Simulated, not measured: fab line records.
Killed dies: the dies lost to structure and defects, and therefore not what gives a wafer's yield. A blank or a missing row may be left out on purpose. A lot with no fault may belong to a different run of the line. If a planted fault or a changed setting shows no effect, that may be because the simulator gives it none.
Matching of chambers    flow sky130    4 sister chambers for SKY_LI_CONTACT_ETCH_14 on rie diel-01
The step etches BARC in N2/H2, stops on SiO2, time 45.9 s, target depth 60 nm. 4 wafers are shown with their chamber, then 9 later ones without.

WAFERS WITH THEIR CHAMBER
wafer   chamber  drypump motor current A (A)
L084.1  1        6.4
L086.1  3        5.8
L086.2  0        6.6
L086.5  2        5.7

WAFERS WITH NO CHAMBER GIVEN
wafer   drypump motor current A (A)
L088.1  5.6
L088.3  6.6
L088.6  6.6
L089.2  6.6
L089.3  6.4
L089.6  6.6
L091.1  5.7
L091.3  6.4
L091.5  5.7

WHICH CHAMBER EACH WENT THROUGH
wafer   from the rows above  in truth
L088.1  2                    2
L088.3  0                    0
L088.6  0                    0
L089.2  0                    0
L089.3  1                    1
L089.6  0                    0
L091.1  2                    2
L091.3  1                    1
L091.5  2                    2
Correct placement for 9 of the 9. Number that these rows cannot place: 0. Number placed wrongly: 0.
How it was worked out, from the rows above alone: a wafer's distance from a chamber is the root of the sum, over the readings, of the square of ((its reading less the chamber's mean) divided by the reading's scatter). If the next closest chamber is less than 2 further off than the closest, the wafer can't be placed; otherwise it belongs to the closest. Each chamber's mean is taken over the wafers shown for it. The scatter: root of mean squared gap, hidden wafer to nearest shown wafer, with one shown wafer a chamber.
